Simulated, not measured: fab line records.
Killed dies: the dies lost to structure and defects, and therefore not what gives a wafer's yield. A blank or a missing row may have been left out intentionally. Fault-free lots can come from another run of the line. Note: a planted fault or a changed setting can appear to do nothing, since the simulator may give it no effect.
Which of the tools did it? / flow sky130 / 42 wafers from 14 lots sampled at 6 of the route's 708 steps

== WHAT EACH GAUGE READ, for each wafer ==
SKY_NWELL_TW_MEAS_15. Usual: NWELL_TW typically reads 1829, with standard deviation 12.
lot=L778; measured=day 4 18:38; on=film-metro-02; NWELL_TW=1814 1825 1823; flag=
lot=L777; measured=day 4 18:44; on=film-metro-02; NWELL_TW=1815 1818 1813; flag=
lot=L779; measured=day 4 23:26; on=film-metro-03; NWELL_TW=1841 1843 1853; flag=
lot=L781; measured=day 5 09:37; on=film-metro-02; NWELL_TW=1846 1837 1835; flag=
lot=L782; measured=day 5 14:16; on=film-metro-02; NWELL_TW=1830 1828 1825; flag=
lot=L783; measured=day 6 04:52; on=film-metro-03; NWELL_TW=1838 1852 1840; flag=
lot=L784; measured=day 6 09:12; on=film-metro-02; NWELL_TW=1827 1818 1824; flag=
lot=L785; measured=day 6 14:08; on=film-metro-03; NWELL_TW=1851 1847 1850; flag=
lot=L786; measured=day 6 19:31; on=film-metro-02; NWELL_TW=1816 1820 1837; flag=
lot=L787; measured=day 6 22:45; on=film-metro-02; NWELL_TW=1821 1833 1829; flag=
lot=L790; measured=day 7 23:22; on=film-metro-02; NWELL_TW=1560 1564 1561; flag=OFF
lot=L793; measured=day 8 19:28; on=film-metro-03; NWELL_TW=1578 1563 1565; flag=OFF
lot=L797; measured=day 9 13:41; on=film-metro-04; NWELL_TW=1815 1823 1814; flag=
lot=L798; measured=day 9 15:44; on=film-metro-02; NWELL_TW=1819 1828 1834; flag=

SKY_NWELL_RS_MEAS_29: a four-point-probe measurement. Usual: NWELL_RS typically reads 624.5 ohm/sq, with standard deviation 1.6.
lot=L778; measured=day 5 12:42; on=film-metro-03; NWELL_RS (ohm/sq)=622.4 621.7 622.3; flag=
lot=L777; measured=day 5 12:45; on=film-metro-02; NWELL_RS (ohm/sq)=625.2 625.2 626.6; flag=
lot=L779; measured=day 5 16:27; on=film-metro-02; NWELL_RS (ohm/sq)=624.2 626.6 624.5; flag=
lot=L781; measured=day 6 03:38; on=film-metro-02; NWELL_RS (ohm/sq)=623.4 623.8 624.3; flag=
lot=L782; measured=day 6 09:36; on=film-metro-03; NWELL_RS (ohm/sq)=626.6 625.7 625.9; flag=
lot=L783; measured=day 6 23:31; on=film-metro-02; NWELL_RS (ohm/sq)=625.6 624.7 624.4; flag=
lot=L784; measured=day 7 03:25; on=film-metro-03; NWELL_RS (ohm/sq)=623.8 625.3 626.3; flag=
lot=L785; measured=day 7 09:31; on=film-metro-04; NWELL_RS (ohm/sq)=621.0 622.1 622.4; flag=
lot=L786; measured=day 7 15:14; on=film-metro-02; NWELL_RS (ohm/sq)=625.0 624.8 624.8; flag=
lot=L787; measured=day 7 19:13; on=film-metro-02; NWELL_RS (ohm/sq)=625.7 627.3 627.6; flag=
lot=L790; measured=day 8 20:22; on=film-metro-04; NWELL_RS (ohm/sq)=825.8 826.9 828.7; flag=OFF
lot=L793; measured=day 9 16:02; on=film-metro-02; NWELL_RS (ohm/sq)=821.7 824.4 822.1; flag=OFF
lot=L797; measured=day 10 11:17; on=film-metro-04; NWELL_RS (ohm/sq)=624.6 621.9 624.6; flag=
lot=L798; measured=day 10 13:04; on=film-metro-04; NWELL_RS (ohm/sq)=625.8 626.1 625.5; flag=

SKY_NWELL_RS_MEAS_31: a four-point-probe measurement. Usual: PWDE_RS typically reads 5279 ohm/sq, with standard deviation 18.
lot=L778; measured=day 5 12:56; on=film-metro-03; PWDE_RS (ohm/sq)=5287 5268 5273; flag=
lot=L777; measured=day 5 12:59; on=film-metro-02; PWDE_RS (ohm/sq)=5286 5282 5292; flag=
lot=L779; measured=day 5 16:41; on=film-metro-02; PWDE_RS (ohm/sq)=5310 5290 5299; flag=
lot=L781; measured=day 6 03:52; on=film-metro-02; PWDE_RS (ohm/sq)=5251 5275 5280; flag=
lot=L782; measured=day 6 09:50; on=film-metro-03; PWDE_RS (ohm/sq)=5294 5278 5282; flag=
lot=L783; measured=day 6 23:45; on=film-metro-02; PWDE_RS (ohm/sq)=5252 5271 5257; flag=
lot=L784; measured=day 7 03:39; on=film-metro-03; PWDE_RS (ohm/sq)=5270 5263 5263; flag=
lot=L785; measured=day 7 09:45; on=film-metro-04; PWDE_RS (ohm/sq)=5262 5289 5287; flag=
lot=L786; measured=day 7 15:28; on=film-metro-02; PWDE_RS (ohm/sq)=5273 5277 5300; flag=
lot=L787; measured=day 7 19:27; on=film-metro-02; PWDE_RS (ohm/sq)=5295 5295 5302; flag=
lot=L790; measured=day 8 20:37; on=film-metro-04; PWDE_RS (ohm/sq)=5276 5271 5294; flag=
lot=L793; measured=day 9 16:16; on=film-metro-02; PWDE_RS (ohm/sq)=5272 5271 5266; flag=
lot=L797; measured=day 10 11:32; on=film-metro-04; PWDE_RS (ohm/sq)=5260 5259 5261; flag=
lot=L798; measured=day 10 13:19; on=film-metro-04; PWDE_RS (ohm/sq)=5268 5274 5252; flag=

SKY_SONOS_TUNNEL_TW_MEAS_12. Usual: SONOS_TUNNEL_TW typically reads 198.6, with standard deviation 1.4.
lot=L778; measured=day 11 11:43; on=film-metro-03; SONOS_TUNNEL_TW=199.7 200.3 199.2; flag=
lot=L777; measured=day 11 11:52; on=film-metro-04; SONOS_TUNNEL_TW=197.6 198.8 197.4; flag=
lot=L779; measured=day 11 19:07; on=film-metro-01; SONOS_TUNNEL_TW=197.9 197.0 196.6; flag=
lot=L781; measured=day 12 09:08; on=film-metro-04; SONOS_TUNNEL_TW=197.0 198.2 198.5; flag=
lot=L782; measured=day 12 21:19; on=film-metro-03; SONOS_TUNNEL_TW=200.7 199.7 199.5; flag=
lot=L783; measured=day 13 11:56; on=film-metro-04; SONOS_TUNNEL_TW=197.4 197.1 197.9; flag=
lot=L784; measured=day 13 18:28; on=film-metro-03; SONOS_TUNNEL_TW=200.8 199.8 200.8; flag=
lot=L785; measured=day 14 02:02; on=film-metro-01; SONOS_TUNNEL_TW=198.0 197.4 197.9; flag=
lot=L786; measured=day 14 09:02; on=film-metro-04; SONOS_TUNNEL_TW=199.9 198.9 198.9; flag=
lot=L787; measured=day 14 13:41; on=film-metro-04; SONOS_TUNNEL_TW=199.6 198.7 199.2; flag=
lot=L790; measured=day 15 23:07; on=film-metro-04; SONOS_TUNNEL_TW=196.6 196.5 196.3; flag=
lot=L793; measured=day 17 02:18; on=film-metro-04; SONOS_TUNNEL_TW=197.1 198.0 196.8; flag=
lot=L797; measured=day 18 04:32; on=film-metro-03; SONOS_TUNNEL_TW=199.4 199.9 200.5; flag=
lot=L798; measured=day 18 06:28; on=film-metro-03; SONOS_TUNNEL_TW=199.6 200.3 200.5; flag=

SKY_LDD_N_OVL_MEAS_07. Usual: LDD_N_OVL typically reads -0.7 nm, with standard deviation 1.4.
lot=L778; measured=day 17 19:42; on=overlay-02; LDD_N_OVL (nm)=0.6 0.8 1.1; flag=
lot=L777; measured=day 17 15:40; on=overlay-01; LDD_N_OVL (nm)=-0.7 -0.9 -0.7; flag=
lot=L779; measured=day 18 05:12; on=overlay-02; LDD_N_OVL (nm)=-1.8 -3.4 -2.1; flag=
lot=L781; measured=day 18 20:19; on=overlay-01; LDD_N_OVL (nm)=-0.5 0.6 -0.1; flag=
lot=L782; measured=day 19 16:27; on=overlay-01; LDD_N_OVL (nm)=-0.6 -0.6 0.1; flag=
lot=L783; measured=day 20 03:58; on=overlay-01; LDD_N_OVL (nm)=0.2 -0.6 -1.2; flag=
lot=L784; measured=day 20 13:39; on=overlay-01; LDD_N_OVL (nm)=0.0 0.7 -0.8; flag=
lot=L785; measured=day 20 22:43; on=overlay-02; LDD_N_OVL (nm)=2.3 1.6 1.4; flag=
lot=L786; measured=day 21 08:01; on=overlay-02; LDD_N_OVL (nm)=1.1 0.4 0.3; flag=
lot=L787; measured=day 21 11:40; on=overlay-01; LDD_N_OVL (nm)=-1.4 -2.0 -0.5; flag=
lot=L790; measured=day 22 21:30; on=overlay-02; LDD_N_OVL (nm)=-5.3 -2.4 -3.0; flag=
lot=L793; measured=day 24 00:07; on=overlay-02; LDD_N_OVL (nm)=0.8 1.0 0.6; flag=
lot=L797; measured=day 25 06:58; on=overlay-01; LDD_N_OVL (nm)=-1.6 -0.7 -1.2; flag=
lot=L798; measured=day 25 05:51; on=overlay-02; LDD_N_OVL (nm)=-0.3 -0.8 -1.1; flag=

== EACH LOT AND THE TOOL THAT RAN IT (in order: tool; ch and the chambers of the sampled wafers; start) ==
lot=L778; SKY_NWELL_IMPLANT_11=implanter-01 ch 0, day 4 18:05
lot=L777; SKY_NWELL_IMPLANT_11=implanter-03 ch 0, day 4 18:11
lot=L779; SKY_NWELL_IMPLANT_11=implanter-01 ch 0, day 4 22:53
lot=L781; SKY_NWELL_IMPLANT_11=implanter-03 ch 0, day 5 09:04
lot=L782; SKY_NWELL_IMPLANT_11=implanter-03 ch 0, day 5 13:43
lot=L783; SKY_NWELL_IMPLANT_11=implanter-01 ch 0, day 6 04:19
lot=L784; SKY_NWELL_IMPLANT_11=implanter-02 ch 0, day 6 08:39
lot=L785; SKY_NWELL_IMPLANT_11=implanter-02 ch 0, day 6 13:35
lot=L786; SKY_NWELL_IMPLANT_11=implanter-03 ch 0, day 6 18:59
lot=L787; SKY_NWELL_IMPLANT_11=implanter-02 ch 0, day 6 22:12
lot=L790; SKY_NWELL_IMPLANT_11=implanter-03 ch 0, day 7 22:49
lot=L793; SKY_NWELL_IMPLANT_11=implanter-03 ch 0, day 8 18:56
lot=L797; SKY_NWELL_IMPLANT_11=implanter-02 ch 0, day 9 13:08
lot=L798; SKY_NWELL_IMPLANT_11=implanter-02 ch 0, day 9 15:13
- SKY_NWELL_IMPLANT_11

== AS READ BY THE TOOLS THEMSELVES (means over the sampled wafers that have a number; for cases with no such wafer, the mark the record gives instead) ==
SKY_NWELL_IMPLANT_11. Usual: beam-on-s 9.99 s, standard deviation 0.2; dose-ions-cm2 1.8999e+13, standard deviation 2.2e+10; faraday-current-uA 107.3, standard deviation 2.1.
lot=L778; tool=implanter-01; beam-on-s (s)=10.05; dose-ions-cm2=1.8974e+13; faraday-current-uA=106.4; flag=
lot=L777; tool=implanter-03; beam-on-s (s)=10.07; dose-ions-cm2=1.8983e+13; faraday-current-uA=106.3; flag=
lot=L779; tool=implanter-01; beam-on-s (s)=10.08; dose-ions-cm2=1.9037e+13; faraday-current-uA=106.7; flag=
lot=L781; tool=implanter-03; beam-on-s (s)=9.85; dose-ions-cm2=1.9004e+13; faraday-current-uA=108.7; flag=
lot=L782; tool=implanter-03; beam-on-s (s)=10.14; dose-ions-cm2=1.8998e+13; faraday-current-uA=106.0; flag=
lot=L783; tool=implanter-01; beam-on-s (s)=10.06; dose-ions-cm2=1.8995e+13; faraday-current-uA=106.7; flag=
lot=L784; tool=implanter-02; beam-on-s (s)=9.91; dose-ions-cm2=1.8968e+13; faraday-current-uA=108.1; flag=
lot=L785; tool=implanter-02; beam-on-s (s)=10.01; dose-ions-cm2=1.9030e+13; faraday-current-uA=106.6; flag=
lot=L786; tool=implanter-03; beam-on-s (s)=9.90; dose-ions-cm2=1.8990e+13; faraday-current-uA=108.2; flag=
lot=L787; tool=implanter-02; beam-on-s (s)=10.07; dose-ions-cm2=1.9003e+13; faraday-current-uA=106.7; flag=
lot=L790; tool=implanter-03; beam-on-s (s)=9.95; dose-ions-cm2=1.1228e+13; faraday-current-uA=63.7; flag=OFF
lot=L793; tool=implanter-03; beam-on-s (s)=9.96; dose-ions-cm2=1.1205e+13; faraday-current-uA=63.5; flag=OFF
lot=L797; tool=implanter-02; beam-on-s (s)=10.19; dose-ions-cm2=1.8976e+13; faraday-current-uA=105.0; flag=
lot=L798; tool=implanter-02; beam-on-s (s)=10.01; dose-ions-cm2=1.8998e+13; faraday-current-uA=107.0; flag=

== THE ANSWER, worked out from the rows above alone ==
Rule: a lot counts as off when the mean over its wafers that have a number is more than 3 standard deviations away from the usual mean. Also off: a lot with no number at a reading for which 4 or more lots have one. Where the step has rows for the other lots, those lots are counted as sound. After the gauges, taken in route order, come the tools' own readings; for these a lot's mean is taken, as printed above. At the first step where some lot is off, the reading lying furthest off is the one used; lots without a number count as furthest.
Off: L790, L793, seen at SKY_NWELL_TW_MEAS_15 (NWELL_TW).
A tool fits if, at a process step before that reading, it ran every lot that is off, and no sound lot after the first of them. The gauges at SKY_NWELL_TW_MEAS_15 aren't tried: what is off there is off at SKY_NWELL_IMPLANT_11 too, on other tools, and a gauge's error can't cause that. One fits: SKY_NWELL_IMPLANT_11 on implanter-03. Its last sound lot is L786 (day 6 18:59), its first lot that is off L790 (day 7 22:49): a fault that began between those two fits.
The tool's own readings at SKY_NWELL_IMPLANT_11 bear it out: on the lots that are off they differ by more than 5 times the standard deviation of the sound lots' means. dose-ions-cm2 reads 1.1216e+13 there against 1.8996e+13 on the sound lots; faraday-current-uA reads 63.6 there against 106.9 on the sound lots.

== WHAT THE SIMULATOR HAD INSERTED ==
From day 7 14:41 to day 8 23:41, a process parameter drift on implanter-03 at SKY_NWELL_IMPLANT_11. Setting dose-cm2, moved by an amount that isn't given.
Lots struck among those shown: L790, L793. The rule above reached the same finding.
